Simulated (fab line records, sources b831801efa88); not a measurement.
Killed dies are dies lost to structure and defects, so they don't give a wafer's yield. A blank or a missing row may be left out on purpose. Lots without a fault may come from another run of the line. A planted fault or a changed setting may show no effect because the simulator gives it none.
Chamber matching | flow sfq_line | SFQ_TRILAYER_I3_CMP_CMP_082 on cmp-02: 4 sister chambers
The step polishes SiO2. 16 wafers are shown with their chamber, then 8 later ones without.

WAFERS WITH THEIR CHAMBER
wafer  | chamber | motor_current_A (A) | time_to_endpoint_s (s)
L813.4 | 3       | 10.7                | 212
L813.2 | 1       | 9.8                 | 208
L813.5 | 3       | 10.8                | 220
L816.4 | 1       | 9.5                 | 223
L816.5 | 0       | 11.9                | 222
L816.6 | 1       | 10.7                | 217
L817.1 | 0       | 10.8                | 216
L817.4 | 3       | 11.1                | 237
L817.6 | 2       | 10.6                | 215
L821.1 | 3       | 11.6                | 211
L821.2 | 1       | 9.8                 | 211
L821.6 | 3       | 11.2                | 220
L822.2 | 1       | 10.5                | 223
L822.3 | 3       | 11.3                | 227
L822.5 | 1       | 10.0                | 229
L824.2 | 3       | 10.8                | 215

SIGNATURES (means of the wafers above)
reading            | chamber 0 | chamber 1 | chamber 2 | chamber 3 | scatter within a chamber
motor_current_A    | 11.350    | 10.050    | 10.600    | 11.071    | 0.437
time_to_endpoint_s | 219.00    | 218.50    | 215.00    | 220.29    | 8.39
Rule: a wafer's distance from a chamber is the root of the sum, over the readings, of the square of ((its reading less the chamber's mean) divided by the reading's scatter). The wafer belongs to the nearest chamber; if the next one is less than 2 further off, it can't be placed. The scatter: the root of (the sum of the squares of (reading less its chamber's mean) over the shown wafers, divided by (wafers less chambers)).

WAFERS WITHOUT THEIR CHAMBER
wafer  | motor_current_A (A) | time_to_endpoint_s (s)
L824.4 | 11.3                | 217
L824.6 | 10.9                | 228
L825.3 | 11.0                | 219
L825.5 | 11.3                | 217
L825.6 | 10.6                | 216
L831.1 | 9.9                 | 220
L831.2 | 11.6                | 214
L831.4 | 11.4                | 222

WHICH CHAMBER EACH WENT THROUGH
wafer  | from the rows above               | in truth
L824.4 | can't be placed: 0 or 3 or 2      | 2
L824.6 | can't be placed: 3 or 0 or 2 or 1 | 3
L825.3 | can't be placed: 3 or 0 or 2 or 1 | 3
L825.5 | can't be placed: 0 or 3 or 2      | 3
L825.6 | can't be placed: 2 or 3 or 1 or 0 | 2
L831.1 | can't be placed: 1 or 2           | 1
L831.2 | can't be placed: 0 or 3 or 2      | 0
L831.4 | can't be placed: 0 or 3 or 2      | 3
Placed correctly: 0 of 8. Can't be placed from these rows: 8 (the true chamber is among the candidates in 8). Placed wrongly: 0.
